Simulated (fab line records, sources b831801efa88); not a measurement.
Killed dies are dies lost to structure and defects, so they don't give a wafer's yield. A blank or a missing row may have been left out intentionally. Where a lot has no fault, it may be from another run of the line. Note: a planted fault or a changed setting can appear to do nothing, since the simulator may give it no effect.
fab line records	flow sfq-line
[record] lots = 7	wafers = 19	last-day = 82
route steps=325 shown I0@51 M1@58
lots that met no fault: from a run of the same line without faults
start-h: start of the lot's first displayed wafer, in hours after the record's first day	wait-h: hours elapsed since this lot's preceding step	" identical to the entry in the row above	L1.1+2: a single row standing in for several wafers	- value missing, or start not given	* or withheld: withheld	< > ~ a bound
route shown NAME@n: a module of which the file shows steps, and the number in the route of the first	usual: mean/standard deviation of fault-free wafers	same: alike in all rows	chamber/n: place in a boat	sites: readings site by site	_std_site: standard deviation across them	_edge_site: inner sites' mean taken away from outer sites' mean	radius-mm: for every site, how far away it sits from the centre of the wafer	mask NAME#n: copy n	behind: the tool/chamber that last shaped the wafer	hold: cause of the lot's hold/its duration in hours/its outcome	device: whichever transistor did not switch (one of n, p or np)	end of line: the route-end tests of the same wafers	a step with no rows: only its recipe	killed: not the wafer's yield, but the dies lost to structure and defects at the first sort	map: a wafer's dies, x killed, . not, _ none there
set.NAME: the setting as run; set.NAME@STEP: as run at that earlier step	model.NAME: the simulator's own value behind a step, which no gauge read
a table for each step, a row for each wafer; lots at some steps of the route
services: from which hour (start-h, from the record's first day; less than 0 if before it) a tool's chamber was out of use, for how many hours, and why
[[steps]]
[step SFQ_TRILAYER_I0_VIA_LITHO_PEB_034]
[recipe] peb-temp-c = 115	peb-time-s = 60	resist = KrF
[step SFQ_TRILAYER_I0_VIA_LITHO_DEVELOP_033]
[recipe] time-s = 60	resist = KrF
[step SFQ_I0_OVL_MEAS_908]
[usual] I0_OVL = 3/4.8
lot.wafer	tool	chamber	start-h	wait-h	I0_OVL[nm]
L428.1	overlay-02	-	269.97	0.1	1
L428.2	"	-	"	"	-2
L428.3	"	-	"	"	-1
L432.1	overlay-01	-	291.14	0.1	6
L432.2	"	-	"	"	10
L432.3	"	-	"	"	10
L434.1	overlay-02	-	331.94	0.1	11
L434.3	"	-	"	"	4
L434.4	"	-	"	"	2
L441.4	overlay-01	-	418.59	0.1	12
L441.5	"	-	"	"	8
L441.6	"	-	"	"	5
L443.3	overlay-01	-	430.59	0.1	1
L443.4	"	-	"	"	4
L444.3	overlay-02	-	443.78	0.1	1
L444.4	"	-	"	"	8
L445.1	overlay-02	-	446.17	0.1	5
L445.3	"	-	"	"	9
L445.5	"	-	"	"	4
[step SFQ_TRILAYER_I0_VIA_BARC_OPEN_VIA_ETCH_046]
[recipe] mask-material = PR	chemistry = O2	target-depth-nm = 125	target = BARC	source-w = 500	bias-w = 80	pressure-mtorr = 30	time-s = 41.7
[step SFQ_TRILAYER_I0_VIA_ETCH_VIA_ETCH_034]
[recipe] target = SiO2	stop-on = Nb	mask-material = PR	taper-deg = 20	chemistry = CHF3	target-depth-nm = 260	source-w = 500	bias-w = 80	pressure-mtorr = 30	time-s = withheld
[usual] drypump-motor-current-A = 5.7/0.57	oes-product-au = 0.854/0.0054
lot.wafer	tool	chamber	start-h	wait-h	drypump-motor-current-A	oes-product-au
L428.1	rie-diel-02	0	270.05	0.0	6.4	0.848
L428.2	"	1	"	"	4.8	0.848
L428.3	"	2	"	"	5.6	0.849
L432.1	rie-diel-02	0	291.22	0.0	6.4	0.863
L432.2	"	2	"	"	5.6	0.851
L432.3	"	1	"	"	4.8	0.849
L434.1	rie-diel-02	0	332.02	0.0	6.4	0.859
L434.3	"	2	"	"	5.6	0.855
L434.4	"	3	"	"	5.8	0.866
L441.4	rie-diel-04	3	418.64	0.0	6.3	0.861
L441.5	"	2	"	"	5.7	0.847
L441.6	"	1	"	"	6.2	0.863
L443.3	rie-diel-02	0	430.65	0.0	6.4	0.846
L443.4	"	2	"	"	5.6	0.852
L444.3	rie-diel-01	2	443.84	0.0	5.7	0.854
L444.4	"	0	"	"	5.7	0.852
L445.1	rie-diel-02	1	446.24	0.0	4.8	0.855
L445.3	"	3	"	"	5.8	0.853
L445.5	"	1	"	"	4.8	0.844
[step SFQ_TRILAYER_I0_VIA_STRIP_STRIP_035]
[recipe] gas = O2	power-w = 200	platen-temp-c = 40	overash-fraction = 0.65	chemistry = O2	pressure-mtorr = 50
[usual] drypump-motor-current-A = 5.8/0.46	he-backside-leak-sccm = 3.5/0.32	oes-product-au = 0.999/0.0066
[same] overash-fraction = 0.65
lot.wafer	tool	chamber	start-h	wait-h	drypump-motor-current-A	he-backside-leak-sccm	oes-product-au	rf-hours-counter-h
L428.1	rie-metal-01	1	270.16	-	5.5	3.3	1.000	157
L428.2	"	0	"	"	6.1	3.6	1.002	29
L428.3	"	1	"	"	5.5	3.6	0.999	-
L432.1	rie-metal-01	1	291.33	-	5.5	3.7	0.996	160
L432.2	"	0	"	"	6.1	3.5	0.997	33
L432.3	"	1	"	"	5.5	3.6	1.002	-
L434.1	rie-metal-02	0	332.13	-	6.4	3.3	1.003	23
L434.3	"	1	"	"	5.6	3.3	1.010	-
L434.4	"	0	"	"	6.4	3.5	0.999	-
L441.4	rie-metal-02	1	418.96	-	5.6	3.3	0.991	-
L441.5	"	1	"	"	5.5	3.2	1.010	-
L441.6	"	0	"	"	6.5	3.5	0.982	-
L443.3	rie-metal-02	0	430.96	-	6.4	3.6	0.993	-
L443.4	"	1	"	"	5.6	3.1	1.001	-
L444.3	rie-metal-02	1	444.16	-	5.6	3.2	1.002	-
L444.4	"	0	"	"	6.4	3.6	0.988	-
L445.1	rie-metal-02	1	446.36	-	5.6	3.2	0.991	29
L445.3	"	1	"	"	5.6	3.3	1.007	-
L445.5	"	0	"	"	6.4	3.3	1.008	-
[step SFQ_TRILAYER_I0_VIA_STRIP_SOLV_CLEAN_036]
[recipe] chemistry = NMP	temp-c = 70	time-s = 600
[step SFQ_TRILAYER_M1_DEP_PRE_CLEAN_038]
[recipe] gas = Ar	time-s = 22.5	bias-v = 250
[step SFQ_TRILAYER_M1_DEP_SPUTTER_037]
[recipe] material = Nb	base-pressure-pa = 1.33e-06	chamber-pressure-pa = 0.1333	substrate-temp-c = 20	resputter-cathode-voltage-v = 400	target-thk-nm = 200	power-w = 2000	time-s = 133.3
[usual] chamber-pressure-pa = 0.13328/0.00027	throttle-valve-pct = 30.2/1.1
lot.wafer	tool	chamber	start-h	wait-h	chamber-pressure-pa	throttle-valve-pct
L428.1	pvd-sputter-06	-	270.96	0.0	0.13327	31.4
L428.2	"	-	"	"	0.13361	29.3
L428.3	"	-	"	"	0.1336	30.2
L432.1	pvd-sputter-06	-	292.14	0.0	0.13327	29.5
L432.2	"	-	"	"	0.13318	29.8
L432.3	"	-	"	"	0.13286	28.8
L434.1	pvd-sputter-05	-	332.94	0.0	0.13331	30.0
L434.3	"	-	"	"	0.13345	29.5
L434.4	"	-	"	"	0.13345	31.3
L441.4	pvd-sputter-03	-	419.56	0.0	0.13318	29.3
L441.5	"	-	"	"	0.1333	32.5
L441.6	"	-	"	"	0.1334	31.0
L443.3	pvd-sputter-06	-	431.58	0.0	0.13316	29.0
L443.4	"	-	"	"	0.13351	28.9
L444.3	pvd-sputter-03	-	444.76	0.0	0.13388	29.4
L444.4	"	-	"	"	0.1333	31.1
L445.1	pvd-sputter-05	-	447.16	0.0	0.13318	29.4
L445.3	"	-	"	"	0.13367	30.1
L445.5	"	-	"	"	0.13388	29.8
[step SFQ_M1_RS_MEAS_909]
[recipe] thk-meas-gauge = four-point-probe	reads = Nb_of_TRILAYER_M1_DEP_SPUTTER_037
[usual] M1_NB_RS = 0.889/0.0086
lot.wafer	tool	chamber	start-h	wait-h	M1_NB_RS[ohm/sq]
L428.1	film-metro-03	-	271.05	0.0	0.874
L428.2	"	-	"	"	0.880
L428.3	"	-	"	"	0.885
L432.1	film-metro-02	-	292.23	0.0	0.888
L432.2	"	-	"	"	0.888
L432.3	"	-	"	"	0.885
L434.1	film-metro-02	-	333.03	0.0	0.880
L434.3	"	-	"	"	0.870
L434.4	"	-	"	"	0.875
L441.4	film-metro-01	-	419.71	0.1	0.896
L441.5	"	-	"	"	0.893
L441.6	"	-	"	"	0.895
L443.3	film-metro-02	-	431.71	0.1	0.888
L443.4	"	-	"	"	0.882
L444.3	film-metro-03	-	444.89	0.1	0.898
L444.4	"	-	"	"	0.895
L445.1	film-metro-03	-	447.25	0.0	0.885
L445.3	"	-	"	"	0.889
L445.5	"	-	"	"	0.886
[step SFQ_TRILAYER_M1_LITHO_COAT_044]
[recipe] resist = BARC	spin-rpm = 3000	resist-thk-nm = 62
[step SFQ_TRILAYER_M1_LITHO_COAT_039]
[recipe] resist = KrF	spin-rpm = 3000	resist-thk-nm = 600
lot.wafer	tool	chamber	start-h	wait-h	model.KrF_of_TRILAYER_M1_LITHO_COAT_039.thk-nm
L428.1	litho-track-02	0	271.53	0.2	604
L428.2+3	"	0	"	"	601.6
L432.1	litho-track-01	0	292.71	0.2	604.3
L432.2	"	0	"	"	603.8
L432.3	"	0	"	"	604.8
L434.1	litho-track-01	0	333.51	0.2	602.4
L434.3	"	0	"	"	603.2
L434.4	"	0	"	"	601.8
L441.4	litho-track-04	0	420.28	0.2	597.8
L441.5	"	0	"	"	600.6
L441.6	"	0	"	"	598.5
L443.3	litho-track-02	0	432.25	0.2	599.4
L443.4	"	0	"	"	555.5
L444.3	litho-track-02	0	445.43	0.2	599.2
L444.4	"	0	"	"	555.1
L445.1	litho-track-02	0	447.73	0.2	599.4
L445.3	"	0	"	"	598.7
L445.5	"	0	"	"	553.9
[step SFQ_TRILAYER_M1_LITHO_SOFTBAKE_043]
[recipe] temp-c = withheld	time-s = withheld	resist = KrF
[step SFQ_TRILAYER_M1_LITHO_EXPOSE_040]
[recipe] mask-id = M1	na = 0.6	source-shape = conventional	sigma-outer = 0.65	target-cd-nm = 500	dose-mj = 14.4
[step SFQ_TRILAYER_M1_LITHO_PEB_042]
[recipe] peb-temp-c = 115	peb-time-s = 60	resist = KrF
[step SFQ_TRILAYER_M1_LITHO_DEVELOP_041]
[recipe] time-s = 60	resist = KrF
[step SFQ_M1_OVL_MEAS_911]
[usual] M1_OVL = 1/4.1
lot.wafer	tool	chamber	start-h	wait-h	M1_OVL[nm]
L428.1	overlay-01	-	377.49	0.1	0
L428.2	"	-	"	"	3
L428.3	"	-	"	"	-1
L432.1	overlay-02	-	426.97	0.1	-6
L432.2	"	-	"	"	-2
L432.3	"	-	"	"	-8
L434.1	overlay-02	-	478.57	0.1	2
L434.3	"	-	"	"	1
L434.4	"	-	"	"	-4
L441.4	overlay-02	-	575.19	0.1	-1
L441.5	"	-	"	"	1
L441.6	"	-	"	"	4
L443.3	overlay-02	-	591.98	0.1	-2
L443.4	"	-	"	"	2
L444.3	overlay-02	-	605.18	0.1	10
L444.4	"	-	"	"	0
L445.1	overlay-02	-	606.37	0.1	2
L445.3	"	-	"	"	-3
L445.5	"	-	"	"	-5
[step SFQ_TRILAYER_M1_BARC_OPEN_METAL_ETCH_054]
[recipe] mask-material = PR	chemistry = O2	target-depth-nm = 125	target = BARC	icp-w = 600	bias-w = 80	pressure-mtorr = 10	time-s = 41.7
[usual] drypump-motor-current-A = 5.6/0.45	he-backside-leak-sccm = 3.55/0.2	oes-product-au = 0.686/0.0047
lot.wafer	tool	chamber	start-h	wait-h	drypump-motor-current-A	he-backside-leak-sccm	oes-product-au	rf-hours-counter-h
L428.1	rie-metal-04	0	377.53	0.0	5.2	3.48	0.683	64
L428.2	"	1	"	"	5.0	3.68	0.690	156
L428.3	"	1	"	"	5.0	3.71	0.681	-
L432.1	rie-metal-02	0	427.00	0.0	6.4	3.42	0.683	38
L432.2	"	1	"	"	5.6	3.09	0.683	26
L432.3	"	0	"	"	6.4	3.44	0.685	-
L434.1	rie-metal-01	0	478.60	0.0	6.1	3.57	0.677	69
L434.3	"	0	"	"	6.1	3.71	0.687	-
L434.4	"	1	"	"	5.5	3.30	0.686	-
L441.4	rie-metal-04	1	575.22	0.0	5.0	3.35	0.685	-
L441.5	"	1	"	"	5.0	3.46	0.686	-
L441.6	"	0	"	"	5.2	3.89	0.689	-
L443.3	rie-metal-01	0	592.02	0.0	6.1	3.65	0.681	-
L443.4	"	1	"	"	5.5	3.17	0.681	-
L444.3	rie-metal-02	0	605.22	0.0	6.4	3.52	0.688	-
L444.4	"	1	"	"	5.6	3.17	0.683	-
L445.1	rie-metal-01	0	606.41	0.0	6.1	3.49	0.683	90
L445.3	"	1	"	"	5.5	3.26	0.685	-
L445.5	"	0	"	"	6.1	3.57	0.688	-
[step SFQ_TRILAYER_M1_ETCH_METAL_ETCH_042]
[recipe] target = Nb	stop-on = SiO2	mask-material = PR	chemistry = Cl2/Ar	target-depth-nm = 240	icp-w = 600	bias-w = 80	pressure-mtorr = 10	time-s = 120
[usual] drypump-motor-current-A = 5.6/0.45	he-backside-leak-sccm = 3.55/0.19	oes-product-au = 0.895/0.0062
lot.wafer	tool	chamber	start-h	wait-h	drypump-motor-current-A	he-backside-leak-sccm	oes-product-au	rf-hours-counter-h	model.KrF_of_TRILAYER_M1_LITHO_COAT_039.thk-nm
L428.1	rie-metal-04	0	377.58	0.0	5.2	3.76	0.908	64	384.1
L428.2	"	1	"	"	5.0	3.53	0.906	156	382.6
L428.3	"	1	"	"	5.0	3.71	0.897	-	381.5
L432.1	rie-metal-02	0	427.06	0.0	6.4	3.51	0.893	38	387.3
L432.2	"	1	"	"	5.5	3.37	0.893	26	384.3
L432.3	"	0	"	"	6.5	3.36	0.890	-	386.9
L434.1	rie-metal-01	0	478.66	0.0	6.0	3.59	0.907	69	384.6
L434.3	"	0	"	"	6.1	3.56	0.907	-	384.8
L434.4	"	1	"	"	5.5	3.42	0.909	-	384.1
L441.4	rie-metal-04	1	575.31	0.1	5.0	3.38	0.883	-	377.1
L441.5	"	1	"	"	5.0	3.35	0.896	-	380.9
L441.6	"	0	"	"	5.3	3.81	0.897	-	378.5
L443.3	rie-metal-01	0	592.11	0.1	6.1	3.86	0.894	-	381.1
L443.4	"	1	"	"	5.5	3.37	0.897	-	339.2
L444.3	rie-metal-02	0	605.31	0.1	6.4	3.59	0.895	-	382.1
L444.4	"	1	"	"	5.6	3.25	0.882	-	336.8
L445.1	rie-metal-01	0	606.46	0.0	6.1	3.85	0.902	90	380.7
L445.3	"	1	"	"	5.5	3.42	0.903	-	380.5
L445.5	"	0	"	"	6.1	3.60	0.894	-	334.3
[step SFQ_TRILAYER_M1_STRIP_STRIP_043]
[recipe] gas = O2	power-w = 200	platen-temp-c = 40	overash-fraction = 0.65	chemistry = O2	pressure-mtorr = 50
[usual] drypump-motor-current-A = 5.6/0.45	he-backside-leak-sccm = 3.6/0.43	oes-product-au = 1.001/0.0075
[same] overash-fraction = 0.65
lot.wafer	tool	chamber	start-h	wait-h	drypump-motor-current-A	he-backside-leak-sccm	oes-product-au	rf-hours-counter-h
L428.1	rie-metal-04	0	377.71	0.1	5.2	3.8	0.986	64
L428.2	"	1	"	"	5.0	3.5	0.994	157
L428.3	"	1	"	"	5.0	3.6	0.993	-
L432.1	rie-metal-02	0	427.19	0.1	6.4	3.5	1.003	38
L432.2	"	1	"	"	5.6	3.1	1.008	26
L432.3	"	0	"	"	6.4	3.5	1.001	-
L434.1	rie-metal-01	0	478.79	0.1	6.1	3.8	0.998	69
L434.3	"	0	"	"	6.1	3.6	1.001	-
L434.4	"	1	"	"	5.5	3.4	1.005	-
L441.4	rie-metal-04	1	575.59	0.2	5.0	3.6	1.011	-
L441.5	"	1	"	"	5.0	3.5	1.017	-
L441.6	"	0	"	"	5.2	3.8	1.016	-
L443.3	rie-metal-01	0	592.39	0.2	6.1	3.9	1.008	-
L443.4	"	1	"	"	5.5	3.4	1.002	-
L444.3	rie-metal-02	0	605.59	0.2	6.5	3.4	0.992	-
L444.4	"	1	"	"	5.6	3.3	0.992	-
L445.1	rie-metal-01	0	606.59	0.1	6.1	3.5	0.990	90
L445.3	"	1	"	"	5.5	3.4	0.992	-
L445.5	"	0	"	"	6.1	3.5	1.006	-
[[services]]
tool	chamber	start-h	hours	kind
rie-metal-02	-	251.06	0.8	repair
rie-diel-02	1	309.45	7.7	repair
rie-metal-01	-	311.71	1.2	repair
rie-diel-02	3	324.37	6.3	repair
rie-diel-02	-	353.20	1.9	repair
pvd-sputter-06	-	381.45	3.4	repair
pvd-sputter-06	-	412.93	2.1	repair
pvd-sputter-05	-	413.23	1.2	repair
rie-diel-02	0	416.20	3.7	repair
rie-diel-02	3	423.94	5.3	repair
pvd-sputter-05	-	426.64	8.0	repair
rie-metal-01	1	429.38	7.9	repair
rie-diel-02	0	459.25	14.2	repair
pvd-sputter-05	-	463.92	2.9	repair
pvd-sputter-06	-	513.38	13.6	repair
pvd-sputter-06	-	536.26	5.8	repair
rie-diel-02	3	536.58	5.8	repair
rie-diel-02	2	541.42	7.9	repair
pvd-sputter-05	-	552.67	10.8	repair
rie-metal-02	0	561.76	15.5	repair
rie-metal-04	1	564.81	3.6	repair
rie-diel-02	-	575.91	2.8	pm
pvd-sputter-05	-	595.01	3.6	repair
rie-diel-02	2	595.82	2.5	repair
[[key]]
first-sign none at tools or gauges
[model-effect] step = SFQ_TRILAYER_M1_LITHO_COAT_039	value = KrF_of_TRILAYER_M1_LITHO_COAT_039.thk-nm	without = 599.9	struck = 554.8
[model-effect] step = SFQ_TRILAYER_M1_ETCH_METAL_ETCH_042	value = KrF_of_TRILAYER_M1_LITHO_COAT_039.thk-nm	without = 381.8	struck = 336.8
met-at SFQ_TRILAYER_M1_LITHO_COAT_039
struck-wafers L443.4,L444.4,L445.5
onset-between 271.53 432.25
[fault] kind = process-parameter-drift	tool = litho-track-02	chamber = -	onset-h = 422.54	steps = SFQ_TRILAYER_M1_LITHO_COAT_039	channel = resist-thk-nm	offset = -45.071	shape = step	end-h = 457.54	scope = struck-wafers-only	acts-in = these-recipes-only	stated = 600
